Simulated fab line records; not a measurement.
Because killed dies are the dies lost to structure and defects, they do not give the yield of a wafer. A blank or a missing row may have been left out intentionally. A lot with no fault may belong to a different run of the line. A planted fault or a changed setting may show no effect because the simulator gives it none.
Which tool was responsible?    flow sky130    Sampling: 11 lots, 33 wafers, 4 of 708 route steps

## WHAT EACH GAUGE READ, for each wafer
SKY_DNWELL_TW_MEAS_09.
lot   measured     on            DNWELL_TW
L625  day 3 13:23  filmMetro-04  1130 1131 1132
L628  day 3 20:00  filmMetro-02  1137 1128 1131
L630  day 4 06:54  filmMetro-01  1091 1091 1089
L631  day 4 14:52  filmMetro-04  30 30 30
L638  day 6 08:32  filmMetro-02  1111 1118 1113
L640  day 6 12:38  filmMetro-04  1116 1124 1122
L639  day 6 12:39  filmMetro-01  1117 1111 1109
L643  day 7 08:05  filmMetro-01  1104 1105 1105
L644  day 7 13:46  filmMetro-04  1098 1102 1102
L645  day 7 17:55  filmMetro-02  1124 1121 1124
L647  day 8 01:07  filmMetro-04  1110 1105 1108

SKY_NWELL_OVL_MEAS_10.
lot   measured     on          NWELL_00_OVL (nm)
L625  day 4 22:56  overlay-01  0.4 0.0 0.2
L628  day 5 04:49  overlay-02  0.5 -1.0 0.1
L630  day 5 15:27  overlay-01  1.2 2.4 1.5
L631  day 6 00:29  overlay-01  2.6 -0.1 2.6
L638  day 8 01:02  overlay-01  1.0 1.4 1.4
L640  day 8 04:35  overlay-02  2.0 2.1 3.2
L639  day 8 05:10  overlay-01  1.7 0.9 2.1
L643  day 9 00:56  overlay-01  0.5 2.0 0.6
L644  day 9 06:01  overlay-02  0.4 2.0 1.2
L645  day 9 11:49  overlay-01  2.9 0.6 2.0
L647  day 9 19:11  overlay-01  0.6 1.2 0.7

SKY_NWELL_TW_MEAS_15.
lot   measured     on            NWELL_TW
L625  day 4 23:31  filmMetro-04  1843 1835 1841
L628  day 5 05:24  filmMetro-02  1844 1843 1837
L630  day 5 16:02  filmMetro-02  1847 1841 1836
L631  day 6 01:05  filmMetro-01  1932 1944 1950
L638  day 8 01:37  filmMetro-02  1824 1824 1825
L640  day 8 05:11  filmMetro-01  1805 1803 1803
L639  day 8 05:45  filmMetro-01  1804 1803 1802
L643  day 9 01:32  filmMetro-02  1844 1841 1839
L644  day 9 06:37  filmMetro-01  1790 1803 1797
L645  day 9 12:25  filmMetro-01  1803 1812 1820
L647  day 9 19:46  filmMetro-01  1813 1821 1808

## WHAT TOOL EACH LOT RAN ON (gives the tool, then ch and the chambers of the sampled wafers, and finally the start)
lot   SKY_DNWELL_EXPOSE_04
L625  ilineStepper-01 ch 0, day 3 05:43
L628  ilineStepper-01 ch 0, day 3 11:50
L630  ilineStepper-01 ch 0, day 3 23:20
L631  ilineStepper-01 ch 0, day 4 05:40
L638  ilineStepper-02 ch 0, day 5 23:31
L640  ilineStepper-02 ch 0, day 6 03:49
L639  ilineStepper-01 ch 0, day 6 04:04
L643  ilineStepper-02 ch 0, day 6 21:47
L644  ilineStepper-01 ch 0, day 7 03:40
L645  ilineStepper-01 ch 0, day 7 07:25
L647  ilineStepper-01 ch 0, day 7 14:52
- SKY_DNWELL_EXPOSE_04: exposes mask DNM, target cd 3000 nm.

## WHAT THE TOOLS THEMSELVES READ (means of the sampled wafers that have a number; where no wafer has one, the mark that the record gives instead)
The record holds no such reading with a usual standard deviation.

## THE ANSWER, worked out from the rows above alone
Rule: the usual values come from the lots themselves. Put in order of their means at a reading, lots are off if they are a third of the lots or fewer, leave a main group of 4 or more, and stand apart from it by a gap of 3 or more times the standard deviation of the main group's means; of several such gaps the widest counts. A main group whose means are all the same, to the digits that the tables above print for the reading, isn't used. Also off: a lot with no number at a reading for which 4 or more lots have one. Where the step has rows for the other lots, those lots are counted as sound. Order of review: gauges by route order, followed by the tools' own readings, for which a lot's mean as printed above is used. At the first step where some lot is off, the reading lying furthest off is the one used; lots without a number count as furthest.
Off: at SKY_DNWELL_TW_MEAS_09 (DNWELL_TW), L631. For the main group the mean is 1114 and the standard deviation 13.
A tool fits if, at a process step before that reading, it ran every lot that is off, and no sound lot after the first of them. The gauges at SKY_DNWELL_TW_MEAS_09 aren't tried: what is off there is off at SKY_NWELL_TW_MEAS_15 too, on other tools, and a gauge's error can't cause that. No candidate that was tried fits.

## WHAT THE SIMULATOR HAD INSERTED
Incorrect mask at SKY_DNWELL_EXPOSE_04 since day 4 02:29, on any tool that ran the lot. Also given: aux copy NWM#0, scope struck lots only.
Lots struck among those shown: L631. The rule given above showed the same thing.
